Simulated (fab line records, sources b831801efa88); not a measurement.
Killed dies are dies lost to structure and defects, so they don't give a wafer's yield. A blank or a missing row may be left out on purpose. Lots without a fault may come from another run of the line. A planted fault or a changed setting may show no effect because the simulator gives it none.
fab line records | flow sky130
record lots=5 wafers=15 last_day=50
route steps=708 shown METAL1@441 PAD_OPEN@708
lots that met no fault: from a run of the same line without faults
start_h: hours from the record's first day to the start of the lot's first wafer shown | wait_h: hours since the lot's step before | " the same as in the row above | L1.1+2: a row that stands for several wafers | - no value, or no start given | * or withheld: withheld | < > ~ a bound
route shown NAME@n: a module of which the file shows steps, and the number in the route of the first | usual: mean/standard deviation of fault-free wafers | same: alike in all rows | chamber/n: place in a boat | sites: the reading at each site | _std_site: their standard deviation | _edge_site: outer sites' mean less inner sites' | radius_mm: how far each site lies from the wafer's centre | mask NAME#n: copy n | behind: the tool/chamber that last shaped the wafer | hold: why the lot was held/for how many hours/how that ended | device: the transistor (n, p or np) that didn't switch | end of line: the same wafers' tests at the end of the route | a step without rows: its recipe alone | killed: dies lost to structure and defects at the first sort, not the wafer's yield | map: a wafer's dies, x killed, . not, _ none there
set.NAME: the setting as run; set.NAME@STEP: as run at that earlier step | model.NAME: the simulator's own value behind a step, which no gauge read
lots at some steps of the route; a table a step, a row a wafer
services: from which hour (start_h, from the record's first day; less than 0 if before it) a tool's chamber was out of use, for how many hours, and why
## steps
# step SKY_METAL1_DEHYDRATE_07
# recipe temp_c=200 time_s=60
# step SKY_METAL1_HMDS_08
# recipe prime_time_s=60 prime_temp_c=120
# step SKY_METAL1_COAT_09
# recipe resist=BARC temp_c=withheld time_s=withheld spin_rpm=3000 resist_thk_nm=60
# step SKY_METAL1_COAT_10
# recipe resist=KrF-thick spin_rpm=3000 resist_thk_nm=450
# step SKY_METAL1_SOFTBAKE_11
# recipe temp_c=100 time_s=90 resist=KrF-thick
# step SKY_METAL1_EXPOSE_12
# recipe mask_id=MM1 na=0.8 source_shape=annular sigma_inner=0.55 sigma_outer=0.85 target_cd_nm=140 dose_mj=28
# step SKY_METAL1_PEB_13
# recipe peb_temp_c=withheld peb_time_s=withheld resist=KrF-thick
# step SKY_METAL1_DEVELOP_14
# recipe develop_time_s=60 resist=KrF-thick dev_temp_c=21
# step SKY_METAL1_CD_MEAS_15
# recipe target_cd_nm=140
# usual cd_nm=139.8/1.7
# columns lot.wafer tool chamber start_h wait_h cd_nm
L952.1 cd_sem-02 - 773.29 - 140.8
L952.5 " - " " 142.9
L952.6 " - " " 141.2
L958.1 cd_sem-02 - 813.74 - 138.8
L958.2 " - " " 138.7
L958.4 " - " " 136.9
L963.2 cd_sem-01 - 868.34 - 142.3
L963.5 " - " " 141.7
L963.6 " - " " 142.8
L964.2 cd_sem-01 - 874.14 - 138.6
L964.4 " - " " 139.5
L964.5 " - " " 139.0
L971.1 cd_sem-02 - 916.84 - 137.4
L971.2 " - " " 138.3
L971.6 " - " " 137.9
# step SKY_METAL1_OVL_MEAS_16
# usual METAL1_OVL=3/5.3
# columns lot.wafer tool chamber start_h wait_h METAL1_OVL[nm]
L952.1 overlay-01 - 773.41 0.1 3
L952.5 " - " " 4
L952.6 " - " " -1
L958.1 overlay-01 - 813.86 0.1 10
L958.2 " - " " 8
L958.4 " - " " 5
L963.2 overlay-01 - 868.44 0.1 11
L963.5 " - " " 5
L963.6 " - " " 6
L964.2 overlay-02 - 874.24 0.1 2
L964.4 " - " " 6
L964.5 " - " " 2
L971.1 overlay-02 - 916.96 0.1 0
L971.2 " - " " 2
L971.6 " - " " -7
# step SKY_METAL1_DESCUM_17
# recipe chemistry=O2 source_power_w=150 bias_power_w=0 pressure_mtorr=10 temp_c=40 time_s=8
# usual drypump_motor_current_A=5.9/0.63 oes_product_au=1.003/0.0097 rf_fwd_power_W=147.1/0.85
# columns lot.wafer tool chamber start_h wait_h drypump_motor_current_A oes_product_au rf_fwd_power_W rf_hours_counter_h
L952.1 rie_metal-01 1 773.44 0.0 5.0 1.008 146.1 13
L952.5 " 0 " " 6.0 0.999 145.9 -
L952.6 " 1 " " 5.0 1.003 146.0 -
L958.1 rie_metal-02 0 813.89 0.0 5.0 1.018 146.7 0
L958.2 " 0 " " 5.0 1.009 146.6 -
L958.4 " 0 " " 5.0 1.008 146.8 -
L963.2 rie_metal-02 1 868.47 0.0 5.9 1.012 147.8 1
L963.5 " 0 " " 5.0 1.014 146.3 -
L963.6 " 1 " " 5.9 1.023 146.9 -
L964.2 rie_metal-03 0 874.27 0.0 6.4 1.010 148.8 0
L964.4 " 0 " " 6.4 1.014 148.3 -
L964.5 " 1 " " 6.6 1.002 147.7 -
L971.1 rie_metal-01 0 916.99 0.0 6.0 0.985 145.9 4
L971.2 " 1 " " 5.0 1.005 146.7 3
L971.6 " 1 " " 5.1 1.013 147.0 -
# step SKY_METAL1_ETCH_18
# recipe chemistry=N2/H2 target=BARC ion_energy_ev=200 bias_w=100 pressure_mtorr=30 n2_flow_sccm=100 h2_flow_sccm=200 icp_w=500 stop_on=SiO2 time_s=45.9 target_depth_a=600
# usual bias_w=100.0/0.32 drypump_motor_current_A=5.9/0.63 oes_product_au=0.854/0.0045 rf_fwd_power_W=495.1/2.3 throttle_valve_pct=13.226/0.0093
# columns lot.wafer tool chamber start_h wait_h bias_w drypump_motor_current_A oes_product_au rf_fwd_power_W rf_hours_counter_h throttle_valve_pct
L952.1 rie_metal-01 1 773.47 0.0 100.1 5.0 0.855 493.8 13 13.219
L952.5 " 0 " " 100.3 6.0 0.851 492.3 - 13.230
L952.6 " 1 " " 100.0 5.0 0.850 496.2 - 13.224
L958.1 rie_metal-02 0 813.96 0.1 99.9 5.0 0.858 493.0 0 13.220
L958.2 " 0 " " 99.9 5.0 0.853 494.3 - 13.211
L958.4 " 0 " " 100.0 5.0 0.860 491.8 - 13.227
L963.2 rie_metal-02 1 868.50 0.0 100.1 5.9 0.856 496.0 1 13.221
L963.5 " 0 " " 99.9 5.0 0.860 492.1 - 13.237
L963.6 " 1 " " 100.7 6.0 0.862 494.4 - 13.234
L964.2 rie_metal-03 0 874.31 0.0 100.1 6.4 0.856 493.6 0 13.235
L964.4 " 0 " " 100.0 6.4 0.855 494.3 - 13.221
L964.5 " 1 " " 99.9 6.6 0.855 496.4 - 13.242
L971.1 rie_metal-01 0 917.02 0.0 100.5 6.0 0.857 494.2 4 13.232
L971.2 " 1 " " 100.0 5.1 0.853 493.3 3 13.224
L971.6 " 1 " " 99.8 5.1 0.855 495.2 - 13.224
# step SKY_METAL1_METAL_ETCH_19
# recipe target_depth_a=3600 stop_on=SiO2 over_etch_frac=0.3 time_s=78 chemistry=Cl2/BCl3 resist_sidewall_deg=88 pressure_mtorr=10 icp_w=900 bias_w=48.5 Cl2_flow_sccm=60 bcl3_flow_sccm=30
# usual bias_w=48.49/0.13 drypump_motor_current_A=5.9/0.63 oes_product_au=0.854/0.0051 rf_fwd_power_W=893/3.4 throttle_valve_pct=22.263/0.0093
# columns lot.wafer tool chamber start_h wait_h bias_w drypump_motor_current_A oes_product_au rf_fwd_power_W rf_hours_counter_h throttle_valve_pct model.KrF-thick_of_METAL1_COAT_10.thk_nm
L952.1 rie_metal-01 1 773.54 0.0 48.23 5.1 0.857 889 13 22.262 153.7
L952.5 " 0 " " 48.43 6.0 0.851 889 - 22.262 157.5
L952.6 " 1 " " 48.14 5.0 0.862 892 - 22.260 155
L958.1 rie_metal-02 0 814.08 0.1 48.54 5.0 0.850 891 0 22.262 151.5
L958.2 " 0 " " 48.65 5.0 0.849 890 - 22.257 155.5
L958.4 " 0 " " 48.57 5.0 0.849 888 - 22.268 153.2
L963.2 rie_metal-02 1 868.57 0.0 57.41 5.9 0.849 897 1 22.253 145
L963.5 " 0 " " 48.27 5.0 0.856 893 - 22.265 155.8
L963.6 " 1 " " 57.43 6.0 0.854 898 - 22.259 143.5
L964.2 rie_metal-03 0 874.37 0.0 48.34 6.4 0.852 897 0 22.275 150.2
L964.4 " 0 " " 48.38 6.4 0.859 897 - 22.267 151
L964.5 " 1 " " 48.48 6.6 0.847 892 - 22.263 157.7
L971.1 rie_metal-01 0 917.09 0.0 48.30 6.0 0.854 892 4 22.267 162.3
L971.2 " 1 " " 48.34 5.0 0.857 893 3 22.273 153.4
L971.6 " 1 " " 48.55 5.0 0.856 897 - 22.262 154.3
# step SKY_METAL1_STRIP_20
# recipe chemistry=O2/N2 power_w=1400 pressure_mtorr=1500 platen_temp_c=withheld o2_flow_sccm=3000 n2_flow_sccm=300 overash_fraction=0.5
# usual drypump_motor_current_A=5.51/0.27 oes_product_au=0.343/0.005 strip_time_to_endpoint_s=2.68/0.043
# columns lot.wafer tool chamber start_h wait_h drypump_motor_current_A oes_product_au rf_hours_counter_h strip_time_to_endpoint_s
L952.1 plasma_asher-01 0 773.63 0.1 5.06 0.331 61 2.63
L952.5 " 1 " " 5.92 0.343 - 2.68
L952.6 " 0 " " 5.07 0.345 - 2.65
L958.1 plasma_asher-04 1 814.26 0.1 5.73 0.348 7 2.62
L958.2 " 0 " " 5.54 0.343 7 2.67
L958.4 " 1 " " 5.74 0.345 - 2.66
L963.2 plasma_asher-03 1 868.66 0.1 5.44 0.332 45 2.55
L963.5 " 1 " " 5.45 0.341 - 2.66
L963.6 " 0 " " 5.39 0.336 - 2.54
L964.2 plasma_asher-04 1 874.46 0.1 5.68 0.342 11 2.62
L964.4 " 1 " " 5.68 0.339 - 2.62
L964.5 " 0 " " 5.56 0.340 - 2.70
L971.1 plasma_asher-04 1 917.18 0.1 5.75 0.344 15 2.74
L971.2 " 0 " " 5.56 0.333 15 2.64
L971.6 " 1 " " 5.68 0.343 - 2.66
# step SKY_METAL1_STRIP_21
# recipe chemistry=post_etch_residue_remover time_s=1200 temp_c=72.5
# step SKY_PAD_OPEN_PROBE_99
# usual defect_limited_yield=82.6/2.2 killed_at_M0_to_M3=44/8.6 killed_at_M4_up=3.4/1.9 killed_at_contacts=23/5.7 killed_at_front_end=15/4.5 killed_at_other=0.4/0.62 killed_dies=86/11 killed_open=46/7.6 killed_short=39/6.3 sort_bin_3_pad_short=0.9/0.43 sort_bin_5_function=10.2/1.7 sort_bin_6_memory=6.3/1.2 sort_n_pass=406/11 sort_yield_pct=82.6/2.2
# same gross_dies=492 killed_at_back_side=0 sort_bin_4_leakage[%]=0 sort_bin_8_speed[%]=0
# columns lot.wafer tool chamber start_h wait_h defect_limited_yield[%] killed_at_M0_to_M3 killed_at_M4_up killed_at_contacts killed_at_front_end killed_at_other killed_dies killed_open killed_short sort_bin_3_pad_short[%] sort_bin_5_function[%] sort_bin_6_memory[%] sort_n_pass sort_yield_pct[%]
L952.1 prober-02 - 1085.39 0.1 87.4 32 3 19 7 1 62 37 25 0.6 8.3 3.7 430 87.4
L952.5 prober-02 - 1085.59 0.2 83.9 35 6 23 15 0 79 37 42 0.4 9.1 6.5 413 83.9
L952.6 prober-02 - 1085.64 0.2 85.4 30 3 31 8 0 72 42 30 1.2 9.3 4.1 420 85.4
L958.1 prober-02 - 1117.49 0.1 78.9 56 2 22 22 2 104 63 40 0.6 13.8 6.7 388 78.9
L958.2 prober-02 - 1117.54 0.1 79.7 46 4 31 19 0 100 54 46 1.4 12.4 6.5 392 79.7
L958.4 prober-02 - 1117.64 0.2 79.9 55 3 26 15 0 99 62 37 1.6 10.6 7.9 393 79.9
L963.2 prober-01 - 1155.79 0.1 80.9 46 5 28 15 0 94 54 40 0.8 12.0 6.3 398 80.9
L963.5 prober-01 - 1155.94 0.2 80.5 43 5 27 21 0 96 47 49 0.8 11.8 6.9 396 80.5
L963.6 prober-01 - 1155.99 0.2 83.3 32 1 30 19 0 82 38 44 0.4 10.4 5.9 410 83.3
L964.2 prober-02 - 1159.50 0.1 87.6 27 1 18 15 0 61 34 26 1.0 5.9 5.5 431 87.6
L964.4 prober-02 - 1159.60 0.2 85.4 42 4 12 14 0 72 33 36 0.4 8.3 5.9 420 85.4
L964.5 prober-02 - 1159.65 0.2 84.6 33 2 26 15 0 76 45 31 1.0 9.1 5.3 416 84.6
L971.1 prober-01 - 1189.34 0.1 85.0 38 2 20 13 1 74 40 32 0.8 8.7 5.5 418 85.0
L971.2 prober-01 - 1189.39 0.1 81.9 49 3 25 11 1 89 54 35 0.6 11.2 6.3 403 81.9
L971.6 prober-01 - 1189.59 0.2 77.4 66 3 31 11 0 111 63 48 1.8 10.6 10.2 381 77.4
# killed by level:class
L952.1 VIA1:geometric_particle:open=11 CONTACT:geometric_particle:open=7 LI_CONTACT:geometric_particle:open=6 VIA1:geometric_particle:short=4 VIA2:geometric_particle:short=4 POLY_GATE:geometric_particle:open=3 LI_CONTACT:geometric_particle:short=3 LOCAL_INTERCONNECT:geometric_particle:short=3
L952.5 CONTACT:geometric_particle:open=8 VIA1:geometric_particle:open=8 CONTACT:geometric_particle:short=7 METAL2:geometric_particle:short=6 VIA2:geometric_particle:open=6 VIA3:geometric_particle:open=5 FIELD_ISO:geometric_particle:short=3 METAL1:geometric_particle:short=3
L952.6 CONTACT:geometric_particle:open=14 VIA1:geometric_particle:open=11 CONTACT:geometric_particle:short=7 LI_CONTACT:geometric_particle:open=5 VIA2:geometric_particle:open=4 LOCAL_INTERCONNECT:geometric_particle:short=3 VIA1:geometric_particle:short=3 METAL4:geometric_particle:short=3
L958.1 VIA1:geometric_particle:open=11 VIA2:geometric_particle:open=10 CONTACT:geometric_particle:open=10 METAL1:geometric_particle:short=8 VIA3:geometric_particle:open=8 FIELD_ISO:geometric_particle:open=7 POLY_GATE:geometric_particle:short=6 LI_CONTACT:geometric_particle:open=6
L958.2 CONTACT:geometric_particle:open=13 LI_CONTACT:geometric_particle:open=10 VIA1:geometric_particle:short=9 VIA1:geometric_particle:open=8 METAL1:geometric_particle:short=7 FIELD_ISO:geometric_particle:open=6 METAL2:geometric_particle:short=6 VIA3:geometric_particle:open=6
L958.4 VIA1:geometric_particle:open=17 CONTACT:geometric_particle:open=12 VIA2:geometric_particle:open=9 LI_CONTACT:geometric_particle:open=7 VIA3:geometric_particle:open=6 METAL1:geometric_particle:short=6 FIELD_ISO:geometric_particle:short=5 CONTACT:geometric_particle:short=5
L963.2 VIA1:geometric_particle:open=14 CONTACT:geometric_particle:open=11 LI_CONTACT:geometric_particle:open=8 METAL2:geometric_particle:short=7 VIA2:geometric_particle:open=7 VIA3:geometric_particle:short=5 POLY_GATE:geometric_particle:open=4 LI_CONTACT:geometric_particle:short=4
L963.5 VIA1:geometric_particle:open=9 VIA3:geometric_particle:open=8 LI_CONTACT:geometric_particle:open=8 FIELD_ISO:geometric_particle:open=7 FIELD_ISO:geometric_particle:short=6 LOCAL_INTERCONNECT:geometric_particle:short=6 VIA2:geometric_particle:open=6 METAL1:geometric_particle:short=5
L963.6 LOCAL_INTERCONNECT:geometric_particle:short=11 VIA1:geometric_particle:open=11 LI_CONTACT:geometric_particle:open=7 FIELD_ISO:geometric_particle:short=6 FIELD_ISO:geometric_particle:open=5 POLY_GATE:geometric_particle:open=5 LI_CONTACT:geometric_particle:short=4 CONTACT:geometric_particle:open=4
L964.2 CONTACT:geometric_particle:open=8 POLY_GATE:geometric_particle:open=5 POLY_GATE:geometric_particle:short=5 VIA3:geometric_particle:open=5 VIA1:geometric_particle:open=4 LI_CONTACT:geometric_particle:open=3 LI_CONTACT:geometric_particle:short=3 METAL1:geometric_particle:short=3
L964.4 VIA1:geometric_particle:open=8 VIA3:geometric_particle:open=8 CONTACT:geometric_particle:short=5 METAL1:geometric_particle:short=5 METAL3:geometric_particle:short=5 VIA2:geometric_particle:open=4 POLY_GATE:geometric_particle:short=3 LI_CONTACT:geometric_particle:open=3
L964.5 LI_CONTACT:geometric_particle:open=9 CONTACT:geometric_particle:open=9 VIA1:geometric_particle:open=7 VIA2:geometric_particle:open=6 METAL2:geometric_particle:short=5 POLY_GATE:geometric_particle:short=4 METAL1:geometric_particle:short=4 CONTACT:geometric_particle:short=4
L971.1 LI_CONTACT:geometric_particle:open=7 VIA3:geometric_particle:open=7 METAL2:geometric_particle:short=6 VIA1:geometric_particle:open=6 VIA2:geometric_particle:open=6 LOCAL_INTERCONNECT:geometric_particle:short=5 CONTACT:geometric_particle:open=5 METAL1:geometric_particle:short=3
L971.2 VIA1:geometric_particle:open=13 CONTACT:geometric_particle:open=13 VIA2:geometric_particle:open=8 VIA3:geometric_particle:open=7 VIA1:geometric_particle:short=6 CONTACT:geometric_particle:short=5 FIELD_ISO:geometric_particle:short=4 LI_CONTACT:geometric_particle:open=4
L971.6 VIA1:geometric_particle:open=20 CONTACT:geometric_particle:open=12 VIA3:geometric_particle:open=10 LOCAL_INTERCONNECT:geometric_particle:short=7 VIA1:geometric_particle:short=6 VIA2:geometric_particle:open=6 CONTACT:geometric_particle:short=5 METAL1:geometric_particle:short=5
## services
# columns tool chamber start_h hours kind
rie_metal-02 - 768.54 14.6 pm
plasma_asher-04 - 777.00 2.8 pm
rie_metal-02 0 786.22 - clean
rie_metal-02 0 786.22 18.3 scheduled_down
rie_metal-02 0 786.22 18.3 vent_cycle
rie_metal-01 0 802.07 - clean
rie_metal-01 0 802.07 16.7 scheduled_down
rie_metal-01 0 802.07 16.7 vent_cycle
rie_metal-02 1 804.49 - clean
rie_metal-02 1 804.49 25.3 scheduled_down
rie_metal-02 1 804.49 25.3 vent_cycle
rie_metal-03 - 805.42 2.8 pm
plasma_asher-04 - 819.08 15.6 pm
rie_metal-03 0 821.12 3.0 repair
rie_metal-01 1 840.50 - clean
rie_metal-01 1 840.50 14.6 scheduled_down
rie_metal-01 1 840.50 14.6 vent_cycle
rie_metal-03 0 848.19 - clean
rie_metal-03 0 848.19 20.0 scheduled_down
plasma_asher-03 - 852.45 2.8 pm
rie_metal-01 0 853.08 4.1 repair
rie_metal-02 1 895.60 6.1 repair
plasma_asher-04 - 899.67 3.3 repair
rie_metal-02 - 905.03 1.4 repair
## key
first_sign step=SKY_METAL1_METAL_ETCH_19 reading=bias_w direction=up sigmas=67 usual=48.49 struck=57.42
effect step=SKY_METAL1_STRIP_20 reading=strip_time_to_endpoint_s direction=down sigmas=3.1 usual=* struck=*
model_effect step=SKY_METAL1_METAL_ETCH_19 value=KrF-thick_of_METAL1_COAT_10.thk_nm without=161.6 struck=144.2
met_at SKY_METAL1_METAL_ETCH_19
struck_wafers L963.2,L963.6
fault kind=process_parameter_drift tool=rie_metal-02 chamber=1 onset_h=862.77 steps=SKY_METAL1_METAL_ETCH_19 channel=bias_w offset=8.8378 shape=step end_h=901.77 acts_in=these_recipes_only stated=48.5
